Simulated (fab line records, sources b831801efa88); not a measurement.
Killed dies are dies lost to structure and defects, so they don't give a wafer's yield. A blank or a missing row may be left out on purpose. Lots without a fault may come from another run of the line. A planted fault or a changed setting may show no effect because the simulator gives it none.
One fault seen from 2 desks | flow gf180mcu | each desk has only its own numbers; what lay behind them comes last

THE METROLOGY DESK
What the gauges read, lot by lot, whatever tool the lot ran on: means of the sampled wafers that have a number. A lot is out of limits, marked OUT, if its mean lies more than 4 standard deviations from the usual mean; the brackets give that distance.
Columns: A = cd_nm at GF_TOP_METAL_CD_MEAS_14, usual 440.1 nm; B = PASSIVATION_CVD_00_THK at GF_PASSIVATION_THK_MEAS_01, usual 1000 nm
lot  | first seen here | A     | B
L816 | day 28 12:54    | 438.2 | 1007
L817 | day 28 23:56    | 439.9 | 989
L818 | day 29 01:28    | 441.5 | 1017
L819 | day 29 07:30    | 440.0 | 990
L820 | day 29 21:10    | 443.0 | 1004
L821 | day 29 23:50    | 437.5 | 1006
L822 | day 30 10:38    | 438.9 | 999
L824 | day 30 16:47    | 439.2 | 989
L825 | day 30 22:05    | 439.7 | 1006
L826 | day 31 07:56    | 440.0 | 1013
L827 | day 31 14:37    | 439.5 | 994
L828 | day 32 01:20    | 441.9 | 1001
L829 | day 32 05:24    | 440.3 | 1009
L830 | day 32 10:22    | 441.9 | 994
This desk's finding: nothing out of limits on any of the 14 lots.

THE TOOL OWNER'S DESK: furnace-01
The tool's own readings at GF_STI_OXIDATION_29 (stabilise 600 s, purge 300 s, target thk 10 nm): means of the sampled wafers that have a number, for each lot that ran on this tool. A lot is out of limits, marked OUT, if its mean lies more than 4 standard deviations from the usual mean; the brackets give that distance.
Columns: A = zone_power_centre_pct at GF_STI_OXIDATION_29, usual 22.6 %
lot  | first seen here | A
L816 | day 2 09:01     | 23.9
L817 | day 2 15:01     | 24.1
L819 | day 3 01:25     | 23.9
L820 | day 3 09:44     | 23.9
L821 | day 3 12:34     | 23.9
L822 | day 3 16:34     | 23.9
L824 | day 4 04:06     | 24.2
L825 | day 4 08:04     | 24.0
L826 | day 4 12:43     | 23.9
L827 | day 4 19:19     | 23.9
L830 | day 5 11:07     | 24.0
This desk's finding: nothing out of limits on any of the 11 lots.

PUT TOGETHER
The metrology desk saw nothing out of limits.
The tool owner's desk saw nothing out of limits.

WHAT THE SIMULATOR HAD PUT IN
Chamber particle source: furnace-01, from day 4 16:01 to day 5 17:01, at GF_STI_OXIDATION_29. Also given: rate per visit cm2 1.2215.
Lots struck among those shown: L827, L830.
